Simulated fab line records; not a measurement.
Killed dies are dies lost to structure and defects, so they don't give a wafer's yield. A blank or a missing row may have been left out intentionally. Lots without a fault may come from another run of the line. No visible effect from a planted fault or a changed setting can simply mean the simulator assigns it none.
fab line records    flow sky130
[record] lots = 9  wafers = 27  last-day = 50
route steps=708 shown VIA2@521 METAL3@566 PAD_OPEN@708
lots with no fault: from the same line, run without faults
start-h: the number of hours between the record's first day and the start of the first shown wafer of the lot    wait-h: hours from the lot's prior step to this one    " identical to the entry in the row above    L1.1+2: several wafers, shown together as one row    - either no value or no given start    * or withheld: withheld    < > ~ a bound
route shown NAME@n: names a module that has steps shown in the file, with the first one's number in the route    usual: mean/standard deviation taken from wafers without a fault    same: alike in all rows    chamber/n: place in a boat    sites: per-site readings    _std_site: standard deviation across them    _edge_site: the outer-site mean with the inner-site mean subtracted    radius-mm: for every site, how far away it sits from the centre of the wafer    mask NAME#n: copy n    behind: the tool/chamber that last shaped the wafer    hold: reason for holding the lot/hours on hold/outcome of the hold    device: names the non-switching transistor (n, p or np)    end of line: tests run on the same wafers once the route is complete    a step with no rows: only its recipe    killed: count of dies lost to structure and defects at first sort (not the wafer's yield)    map: dies across one wafer; x = killed, . = not, _ = none there
set.NAME: the setting the step ran with; set.NAME@STEP: the setting that earlier step ran with    model.NAME: the simulator's own value behind a step, which no gauge read
route steps across a sampled set of lots; one table per step, one row per wafer
services: a tool's chamber out of use, with start hour (start-h, from the record's first day; less than 0 if before it), hours out, and reason
[[steps]]
[step SKY_VIA2_ETCH_14]
[recipe] chemistry = N2/H2  target = BARC  ion-energy-ev = 200  source-w = 500  bias-w = 100  pressure-mtorr = 30  n2-flow-sccm = 100  h2-flow-sccm = 200  stop-on = SiO2  time-s = 45.9  target-depth-a = 600
[usual] bias-w = 100.0/0.3  chamber-pressure-mTorr = 30.00/0.039  drypump-motor-current-A = 5.7/0.44  n2-flow-sccm = 100.05/0.3  oes-product-au = 0.856/0.0046  throttle-valve-pct = 13.225/0.0094
lot.wafer  tool         chamber  start-h  wait-h  bias-w  chamber-pressure-mTorr  drypump-motor-current-A  n2-flow-sccm  oes-product-au  rf-hours-counter-h  throttle-valve-pct
L884.1     rie-diel-04  2        837.25   0.0     100.3   30.01                   6.3                      99.88         0.857           18                  13.239
L884.3     "            0        "        "       99.6    30.01                   5.2                      100.49        0.858           0                   13.222
L884.5     "            3        "        "       99.9    30.03                   5.6                      99.59         0.857           -                   13.230
L886.2     rie-diel-01  2        858.15   0.0     99.8    30.01                   6.0                      99.58         0.857           12                  13.214
L886.3     "            1        "        "       100.2   30.01                   6.0                      100.32        0.848           2                   13.220
L886.4     "            3        "        "       100.0   30.01                   6.2                      99.87         0.851           13                  13.222
L887.1     rie-diel-04  1        860.34   0.0     99.8    29.99                   5.0                      99.85         0.853           11                  13.237
L887.3     "            2        "        "       99.6    29.94                   6.4                      100.13        0.860           19                  13.229
L887.6     "            0        "        "       99.6    30.02                   5.2                      100.47        0.857           -                   13.200
L888.2     rie-diel-01  0        872.03   0.0     100.1   30.01                   5.6                      100.23        0.852           12                  13.231
L888.3     "            3        "        "       100.2   29.99                   6.2                      100.17        0.849           14                  13.231
L888.4     "            1        "        "       100.2   30.02                   6.0                      99.62         0.860           2                   13.218
L889.2     rie-diel-04  3        891.91   0.0     100.1   30.01                   5.6                      99.94         0.859           20                  13.229
L889.4     "            1        "        "       100.1   29.96                   5.0                      100.16        0.857           12                  13.225
L889.5     "            2        "        "       100.2   29.94                   6.3                      100.49        0.858           -                   13.228
L892.2     rie-diel-02  1        916.30   0.0     99.9    30.02                   5.5                      100.11        0.855           16                  13.235
L892.3     "            0        "        "       99.5    29.98                   5.7                      100.10        0.858           12                  13.224
L892.4     "            2        "        "       100.3   30.01                   5.8                      99.92         0.852           9                   13.237
L902.1     rie-diel-01  0        986.75   0.0     100.0   29.98                   5.6                      100.53        0.852           14                  13.216
L902.3     "            3        "        "       100.3   30.05                   6.2                      100.04        0.855           16                  13.217
L902.4     "            2        "        "       100.3   30.01                   6.0                      100.11        0.858           15                  13.230
L906.1     rie-diel-04  1        999.33   0.0     100.4   29.97                   5.0                      99.70         0.849           15                  13.230
L906.2     "            3        "        "       100.4   29.92                   5.6                      100.76        0.847           25                  13.232
L906.3     "            2        "        "       100.0   30.01                   6.3                      99.81         0.855           23                  13.224
L907.1     rie-diel-04  1        1007.45  0.0     100.5   29.96                   5.0                      99.98         0.861           15                  13.210
L907.2     "            0        "        "       99.9    29.99                   5.2                      100.10        0.860           6                   13.231
L907.5     "            3        "        "       100.0   30.00                   5.6                      100.10        0.861           -                   13.239
[step SKY_VIA2_ETCH_15]
[recipe] target = SiO2  chemistry = C4F8/O2/Ar  target-depth-nm = 546  stop-on = TiN  mask-material = KrF-thick  source-w = 1500  bias-w = 1200  pressure-mtorr = 40  c4f8-flow-sccm = withheld  O2_flow_sccm = 6  Ar_flow_sccm = 300  time-s = 84
[usual] bias-w = 1200/3.4  chamber-pressure-mTorr = 40.00/0.036  oes-product-au = 0.940/0.0045
lot.wafer  tool         chamber  start-h  wait-h  bias-w  chamber-pressure-mTorr  oes-product-au  rf-hours-counter-h
L884.1     rie-diel-04  2        837.29   0.0     1199    39.99                   0.940           18
L884.3     "            0        "        "       1196    40.04                   0.938           0
L884.5     "            3        "        "       1199    40.01                   0.942           -
L886.2     rie-diel-01  2        858.19   0.0     1199    40.03                   0.946           12
L886.3     "            1        "        "       1193    39.98                   0.945           2
L886.4     "            3        "        "       1199    39.96                   0.940           13
L887.1     rie-diel-04  1        860.38   0.0     1203    40.01                   0.940           11
L887.3     "            2        "        "       1204    40.05                   0.940           19
L887.6     "            0        "        "       1202    40.01                   0.938           -
L888.2     rie-diel-01  0        872.07   0.0     1195    40.06                   0.932           12
L888.3     "            3        "        "       1203    40.06                   0.934           14
L888.4     "            1        "        "       1196    40.00                   0.939           2
L889.2     rie-diel-04  3        891.96   0.0     1197    39.97                   0.945           20
L889.4     "            1        "        "       1191    39.94                   0.940           12
L889.5     "            2        "        "       1198    39.98                   0.936           -
L892.2     rie-diel-02  1        916.35   0.0     1202    40.05                   0.945           16
L892.3     "            0        "        "       1199    40.04                   0.940           12
L892.4     "            2        "        "       1198    40.01                   0.943           9
L902.1     rie-diel-01  0        986.80   0.0     1195    40.02                   0.938           14
L902.3     "            3        "        "       1203    39.92                   0.935           16
L902.4     "            2        "        "       1202    39.98                   0.942           15
L906.1     rie-diel-04  1        999.37   0.0     1197    39.98                   0.944           15
L906.2     "            3        "        "       1199    40.00                   0.947           25
L906.3     "            2        "        "       1196    40.00                   0.939           23
L907.1     rie-diel-04  1        1007.50  0.0     1201    39.97                   0.936           15
L907.2     "            0        "        "       1195    39.98                   0.939           6
L907.5     "            3        "        "       1205    40.04                   0.937           -
[step SKY_VIA2_SPUTTER_20]
[recipe] material = TiN  target-thk-nm = 20  chamber-pressure-pa = 5  power-w = 4000  time-s = 80
[usual] throttle-valve-pct = 29.8/0.86
lot.wafer  tool            chamber  start-h  wait-h  throttle-valve-pct
L884.1     pvd-sputter-02  -        837.99   0.0     30.4
L884.3     "               -        "        "       30.6
L884.5     "               -        "        "       30.5
L886.2     pvd-sputter-02  -        858.85   0.0     29.2
L886.3     "               -        "        "       30.4
L886.4     "               -        "        "       30.7
L887.1     pvd-sputter-01  -        861.04   0.0     30.7
L887.3     "               -        "        "       29.5
L887.6     "               -        "        "       30.1
L888.2     pvd-sputter-04  -        872.73   0.0     29.7
L888.3     "               -        "        "       27.8
L888.4     "               -        "        "       29.8
L889.2     pvd-sputter-04  -        892.61   0.0     29.4
L889.4     "               -        "        "       29.9
L889.5     "               -        "        "       27.6
L892.2     pvd-sputter-04  -        917.00   0.0     28.2
L892.3     "               -        "        "       29.8
L892.4     "               -        "        "       30.2
L902.1     pvd-sputter-04  -        987.46   0.0     30.1
L902.3     "               -        "        "       29.7
L902.4     "               -        "        "       29.6
L906.1     pvd-sputter-01  -        1000.04  0.0     29.5
L906.2     "               -        "        "       28.6
L906.3     "               -        "        "       30.3
L907.1     pvd-sputter-01  -        1008.18  0.0     29.5
L907.2     "               -        "        "       30.7
L907.5     "               -        "        "       28.3
[step SKY_METAL3_ETCH_16]
[recipe] chemistry = N2/H2  target = BARC  ion-energy-ev = 200  bias-w = 100  pressure-mtorr = 30  n2-flow-sccm = 100  h2-flow-sccm = 200  icp-w = 500  stop-on = SiO2  time-s = 88.2  target-depth-a = 600
[usual] bias-w = 99.90/0.26  chamber-pressure-mTorr = 30.002/0.027  drypump-motor-current-A = 5.7/0.52  n2-flow-sccm = 99.99/0.25  oes-product-au = 0.625/0.0042  throttle-valve-pct = 13.205/0.0095
lot.wafer  tool          chamber  start-h  wait-h  bias-w  chamber-pressure-mTorr  drypump-motor-current-A  n2-flow-sccm  oes-product-au  rf-hours-counter-h  throttle-valve-pct
L884.1     rie-metal-02  0        891.83   0.0     100.16  30.003                  5.9                      100.20        0.621           1                   13.200
L884.3     "             0        "        "       100.09  30.032                  5.9                      100.15        0.621           -                   13.211
L884.5     "             0        "        "       99.91   30.029                  5.9                      100.14        0.621           -                   13.206
L886.2     rie-metal-02  0        912.41   0.0     99.82   30.003                  5.8                      100.09        0.623           1                   13.219
L886.3     "             0        "        "       100.16  30.015                  5.9                      100.43        0.621           -                   13.201
L886.4     "             1        "        "       99.73   30.019                  6.0                      99.87         0.631           -                   13.210
L887.1     rie-metal-02  1        915.18   0.0     -       -                       -                        -             -               -                   -
L887.3     "             0        "        "       -       -                       -                        -             -               -                   -
L887.6     "             0        "        "       -       -                       -                        -             -               -                   -
L888.2     rie-metal-02  1        925.27   0.0     -       -                       -                        -             -               -                   -
L888.3     "             1        "        "       -       -                       -                        -             -               -                   -
L888.4     "             0        "        "       -       -                       -                        -             -               -                   -
L889.2     rie-metal-03  0        945.11   0.0     -       -                       -                        -             -               -                   -
L889.4     "             0        "        "       -       -                       -                        -             -               -                   -
L889.5     "             0        "        "       -       -                       -                        -             -               -                   -
L892.2     rie-metal-02  0        966.81   0.0     99.66   30.025                  5.8                      99.92         0.629           4                   13.190
L892.3     "             1        "        "       99.58   29.986                  6.0                      100.00        0.632           -                   13.200
L892.4     "             0        "        "       99.86   30.006                  5.9                      100.02        0.622           -                   13.213
L902.1     rie-metal-02  1        1034.09  0.0     100.03  29.984                  5.9                      100.09        0.624           20                  13.186
L902.3     "             1        "        "       99.87   30.036                  6.0                      99.66         0.621           -                   13.223
L902.4     "             0        "        "       99.80   29.996                  5.9                      99.93         0.621           -                   13.208
L906.1     rie-metal-02  0        1047.01  0.0     99.45   29.996                  5.9                      99.72         0.630           9                   13.215
L906.2     "             1        "        "       100.16  29.975                  6.0                      99.70         0.622           20                  13.201
L906.3     "             1        "        "       99.76   30.001                  6.0                      100.13        0.622           -                   13.189
L907.1     rie-metal-03  0        1054.79  0.0     99.68   30.003                  5.6                      100.19        0.630           12                  13.195
L907.2     "             1        "        "       100.25  30.034                  5.1                      99.79         0.627           8                   13.204
L907.5     "             1        "        "       100.52  30.016                  5.0                      99.77         0.622           -                   13.213
[step SKY_METAL3_ETCH_17]
[recipe] target = SiO2  stop-on = TiN  chemistry = C4F8/O2/Ar  source-w = 1500  bias-w = 1200  pressure-mtorr = 40  c4f8-flow-sccm = withheld  O2_flow_sccm = 6  Ar_flow_sccm = 300  time-s = 3.9  target-depth-a = 150
[usual] bias-w = 1200/3.5  chamber-pressure-mTorr = 40.00/0.033  oes-product-au = 0.754/0.0078
lot.wafer  tool         chamber  start-h  wait-h  bias-w  chamber-pressure-mTorr  oes-product-au  rf-hours-counter-h
L884.1     rie-diel-01  1        891.92   0.1     1199    40.01                   0.743           3
L884.3     "            2        "        "       1202    40.05                   0.758           13
L884.5     "            1        "        "       1194    39.97                   0.755           -
L886.2     rie-diel-01  3        912.50   0.1     1198    39.99                   0.755           15
L886.3     "            2        "        "       1193    39.97                   0.753           13
L886.4     "            0        "        "       1204    39.99                   0.771           13
L887.1     rie-diel-04  0        915.28   0.1     1201    39.99                   0.367           3
L887.3     "            2        "        "       1200    40.00                   0.377           21
L887.6     "            0        "        "       1200    39.93                   0.381           -
L888.2     rie-diel-03  1        925.37   0.1     1194    39.98                   0.382           17
L888.3     "            2        "        "       1198    40.00                   0.378           21
L888.4     "            0        "        "       1198    39.99                   0.380           10
L889.2     rie-diel-03  3        945.21   0.1     1204    39.95                   0.369           13
L889.4     "            2        "        "       1197    39.96                   0.372           21
L889.5     "            3        "        "       1204    40.05                   0.380           -
L892.2     rie-diel-03  2        966.90   0.1     1202    39.95                   0.745           22
L892.3     "            0        "        "       1204    39.99                   0.748           12
L892.4     "            3        "        "       1205    40.01                   0.754           14
L902.1     rie-diel-01  3        1034.18  0.1     1202    40.00                   0.753           18
L902.3     "            0        "        "       1202    40.06                   0.749           16
L902.4     "            2        "        "       1198    40.04                   0.754           17
L906.1     rie-diel-01  2        1047.11  0.1     1201    40.01                   0.747           17
L906.2     "            0        "        "       1198    40.01                   0.742           16
L906.3     "            1        "        "       1205    39.96                   0.744           7
L907.1     rie-diel-01  3        1054.88  0.1     1203    40.02                   0.748           18
L907.2     "            1        "        "       1202    40.05                   0.752           7
L907.5     "            1        "        "       1200    40.05                   0.755           -
[step SKY_METAL3_METAL_ETCH_18]
[recipe] target-depth-a = 8450  stop-on = SiO2  over-etch-frac = 0.3  time-s = 183.1  chemistry = Cl2/BCl3  resist-sidewall-deg = 88  pressure-mtorr = 10  icp-w = 900  bias-w = 48.5  Cl2_flow_sccm = 60  bcl3-flow-sccm = 30
[usual] bcl3-flow-sccm = 30.00/0.098  bias-w = 48.53/0.16  drypump-motor-current-A = 5.6/0.55  mfc-cl2-sccm = 60.01/0.18  oes-product-au = 0.865/0.0063  throttle-valve-pct = 22.263/0.0093
lot.wafer  tool          chamber  start-h  wait-h  bcl3-flow-sccm  bias-w  drypump-motor-current-A  mfc-cl2-sccm  oes-product-au  rf-hours-counter-h  throttle-valve-pct
L884.1     rie-metal-04  1        891.94   0.0     30.04           48.74   4.9                      60.23         0.863           6                   22.281
L884.3     "             0        "        "       29.97           48.55   6.5                      59.87         0.864           -                   22.262
L884.5     "             0        "        "       30.09           48.43   6.4                      59.99         0.858           -                   22.261
L886.2     rie-metal-03  1        912.52   0.0     29.88           48.47   5.0                      60.00         0.866           0                   22.264
L886.3     "             1        "        "       29.91           48.53   5.0                      59.81         0.878           -                   22.258
L886.4     "             0        "        "       29.89           48.44   5.5                      60.02         0.857           -                   22.282
L887.1     rie-metal-03  1        915.30   0.0     29.97           48.35   5.0                      59.76         0.369           1                   22.279
L887.3     "             1        "        "       29.87           48.35   5.0                      59.93         0.368           -                   22.261
L887.6     "             1        "        "       29.94           48.50   5.0                      59.97         0.370           -                   22.260
L888.2     rie-metal-04  1        925.39   0.0     30.05           48.38   4.9                      59.87         0.376           7                   22.278
L888.3     "             0        "        "       29.92           48.88   6.4                      60.02         0.373           -                   22.282
L888.4     "             1        "        "       29.98           48.45   4.9                      59.76         0.374           -                   22.259
L889.2     rie-metal-04  1        945.23   0.0     29.99           48.57   4.9                      60.36         0.379           8                   22.261
L889.4     "             0        "        "       29.93           48.47   6.4                      59.88         0.372           -                   22.279
L889.5     "             1        "        "       29.92           48.61   4.9                      60.20         0.375           -                   22.263
L892.2     rie-metal-04  1        966.98   0.1     30.00           48.75   4.9                      60.27         0.869           -                   22.264
L892.3     "             1        "        "       30.09           48.47   4.9                      60.09         0.858           -                   22.256
L892.4     "             1        "        "       29.97           48.66   4.9                      60.13         0.871           -                   22.262
L902.1     rie-metal-03  0        1034.20  0.0     30.08           48.32   5.6                      59.98         0.871           10                  22.256
L902.3     "             0        "        "       30.08           48.66   5.6                      60.13         0.866           -                   22.266
L902.4     "             1        "        "       29.99           48.63   5.0                      59.82         0.858           -                   22.270
L906.1     rie-metal-04  1        1047.12  0.0     30.10           48.54   4.9                      60.17         0.861           14                  22.270
L906.2     "             0        "        "       30.17           48.44   6.4                      59.99         0.873           5                   22.261
L906.3     "             1        "        "       30.07           48.52   4.9                      59.81         0.857           -                   22.243
L907.1     rie-metal-02  0        1054.90  0.0     30.01           48.73   5.9                      60.24         0.854           9                   22.276
L907.2     "             1        "        "       30.10           48.63   5.9                      60.07         0.863           20                  22.254
L907.5     "             1        "        "       29.85           48.48   5.9                      59.91         0.853           -                   22.254
[step SKY_PAD_OPEN_PROBE_99]
[usual] defect-limited-yield = 82.5/1.9  killed_at_M0_to_M3 = 44/7.3  killed_at_M4_up = 3.1/1.9  killed-at-contacts = 24/5.3  killed-at-front-end = 15/4  killed-at-other = 0.4/0.6  killed-dies = 86/9.2  killed-on-rim = 17/3.5  killed-open = 47/6.9  killed-short = 39/6.9  sort_bin_3_pad_short = 0.8/0.41  sort_bin_5_function = 10.6/1.5  sort_bin_6_memory = 6.1/1.1  sort-n-pass = 406/9.2  sort-yield-pct = 82.5/1.9
[same] gross-dies = 492  killed-at-back-side = 0  sort_bin_4_leakage[%] = 0  sort_bin_8_speed[%] = 0
lot.wafer  tool       chamber  start-h  wait-h  defect-limited-yield[%]  killed_at_M0_to_M3  killed_at_M4_up  killed-at-contacts  killed-at-front-end  killed-at-other  killed-dies  killed-on-rim  killed-open  killed-short  sort_bin_3_pad_short[%]  sort_bin_5_function[%]  sort_bin_6_memory[%]  sort-n-pass  sort-yield-pct[%]
L887.1     prober-01  -        1085.78  0.1     0                        450                 5                25                  11                   1                492          96             52           38            0.4                      91.5                    8.1                   0            0
L887.3     prober-01  -        1085.88  0.2     0                        450                 3                19                  20                   0                492          96             50           40            1.4                      91.1                    7.5                   0            0
L887.6     prober-01  -        1086.03  0.2     0                        462                 2                14                  13                   1                492          96             33           31            1.0                      94.3                    4.7                   0            0
L888.2     prober-02  -        1094.58  0.1     0                        462                 4                15                  10                   1                492          96             35           35            1.0                      93.3                    5.7                   0            0
L888.3     prober-02  -        1094.63  0.2     0                        448                 2                28                  13                   1                492          96             36           39            1.0                      92.3                    6.7                   0            0
L888.4     prober-02  -        1094.68  0.2     0                        457                 3                18                  13                   1                492          96             34           34            0.8                      93.9                    5.3                   0            0
L889.2     prober-01  -        1110.66  0.1     0                        452                 0                27                  12                   1                492          96             46           36            1.2                      92.9                    5.9                   0            0
L889.4     prober-01  -        1110.76  0.2     0                        441                 3                26                  22                   0                492          96             56           41            1.0                      92.9                    6.1                   0            0
L889.5     prober-01  -        1110.81  0.2     0                        445                 0                28                  17                   2                492          96             53           43            0.6                      92.5                    6.9                   0            0
// killed by level:class
L887.1 METAL3:area-etch=401 VIA1:geometric-particle:open=12 CONTACT:geometric-particle:open=9 VIA2:geometric-particle:open=9 VIA3:geometric-particle:open=8 LI_CONTACT:geometric-particle:open=7 METAL1:geometric-particle:short=5 VIA3:geometric-particle:short=5
L887.3 METAL3:area-etch=402 VIA1:geometric-particle:open=14 CONTACT:geometric-particle:open=12 METAL1:geometric-particle:short=9 VIA3:geometric-particle:open=6 POLY_GATE:geometric-particle:open=5 VIA1:geometric-particle:short=5 FIELD_ISO:geometric-particle:short=4
L887.6 METAL3:area-etch=428 CONTACT:geometric-particle:open=7 VIA1:geometric-particle:open=6 VIA3:geometric-particle:open=6 METAL1:geometric-particle:short=5 METAL2:geometric-particle:short=4 FIELD_ISO:geometric-particle:short=3 LI_CONTACT:geometric-particle:open=3
L888.2 METAL3:area-etch=421 VIA1:geometric-particle:open=10 FIELD_ISO:geometric-particle:short=6 LI_CONTACT:geometric-particle:open=6 VIA3:geometric-particle:open=6 LOCAL_INTERCONNECT:geometric-particle:short=5 METAL2:geometric-particle:short=5 METAL1:geometric-particle:short=4
L888.3 METAL3:area-etch=416 CONTACT:geometric-particle:short=9 CONTACT:geometric-particle:open=9 VIA1:geometric-particle:open=6 VIA1:geometric-particle:short=6 FIELD_ISO:geometric-particle:open=5 LI_CONTACT:geometric-particle:open=5 VIA2:geometric-particle:open=5
L888.4 METAL3:area-etch=422 CONTACT:geometric-particle:open=9 VIA1:geometric-particle:open=9 METAL1:geometric-particle:short=6 VIA2:geometric-particle:open=6 METAL2:geometric-particle:short=5 FIELD_ISO:geometric-particle:short=4 POLY_GATE:geometric-particle:short=3
L889.2 METAL3:area-etch=409 VIA1:geometric-particle:open=9 CONTACT:geometric-particle:open=9 VIA2:geometric-particle:open=8 LI_CONTACT:geometric-particle:open=7 VIA1:geometric-particle:short=6 POLY_GATE:geometric-particle:short=4 LOCAL_INTERCONNECT:geometric-particle:short=4
L889.4 METAL3:area-etch=395 VIA1:geometric-particle:open=16 CONTACT:geometric-particle:open=12 FIELD_ISO:geometric-particle:open=8 CONTACT:geometric-particle:short=6 VIA2:geometric-particle:short=6 POLY_GATE:geometric-particle:open=4 POLY_GATE:geometric-particle:short=4
L889.5 METAL3:area-etch=395 VIA1:geometric-particle:open=17 LI_CONTACT:geometric-particle:open=12 POLY_GATE:geometric-particle:open=7 CONTACT:geometric-particle:open=6 VIA1:geometric-particle:short=6 METAL3:geometric-particle:short=5 METAL1:geometric-particle:short=5
[[services]]
tool            chamber  start-h  hours  kind
rie-diel-04     3        829.81   7.0    repair
pvd-sputter-01  -        831.40   0.6    repair
rie-diel-03     0        841.52   8.3    repair
rie-diel-03     0        853.35   13.6   repair
rie-metal-02    0        854.74   -      clean
rie-metal-03    0        866.50   4.0    repair
pvd-sputter-04  -        886.45   0.7    repair
pvd-sputter-01  -        924.06   0.8    repair
rie-diel-01     2        927.97   6.2    repair
rie-diel-03     1        929.94   2.6    repair
rie-diel-03     2        938.16   6.9    repair
pvd-sputter-04  -        942.47   0.9    repair
rie-diel-01     -        948.99   2.8    pm
pvd-sputter-02  -        951.73   0.9    repair
rie-diel-01     1        952.64   11.6   repair
pvd-sputter-04  -        962.60   4.6    repair
rie-diel-04     2        965.78   16.1   repair
rie-metal-04    1        980.65   22.0   repair
rie-metal-02    0        1014.15  1.0    repair
rie-diel-02     1        1026.41  9.4    repair
rie-metal-02    -        1044.14  2.8    pm
rie-diel-01     2        1047.87  7.3    repair
rie-diel-04     -        1051.01  0.2    repair
rie-diel-02     -        1052.24  15.6   pm
[[key]]
[first-sign] step = SKY_METAL3_ETCH_16  reading = tool-record  direction = missing
[effect] step = SKY_METAL3_ETCH_17  reading = oes-product-au  direction = down  sigmas = 48  usual = 0.754  struck = 0.376
[effect] step = SKY_METAL3_METAL_ETCH_18  reading = oes-product-au  direction = down  sigmas = 78  usual = 0.865  struck = 0.373
[effect] step = SKY_PAD_OPEN_PROBE_99  reading = killed_at_M0_to_M3  direction = up  sigmas = 56  usual = 44  struck = 452
[more-kills-born-at] SKY_METAL3_ETCH_16@rie-metal-02 = 2490  SKY_METAL3_ETCH_16@rie-metal-03 = 1198
met-at SKY_METAL3_ETCH_16
struck-lots L887,L888,L889
later-rows-left-out L887.1,L887.3,L887.6,L888.2,L888.3,L888.4,L889.2,L889.4,L889.5
not-acting-at SKY_VIA2_ETCH_14,SKY_VIA2_ETCH_15,SKY_VIA2_SPUTTER_20
onset-between 912.41 915.18
[fault] kind = skipped-step-whole  tool = rie-metal-02,rie-metal-03  chamber = -  onset-h = 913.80  steps = SKY_METAL3_ETCH_16  scope = struck-lots-only
// later-rows-left-out: the simulator's readings of these wafers behind a module that went badly wrong aren't trusted and aren't shown, but for the sort
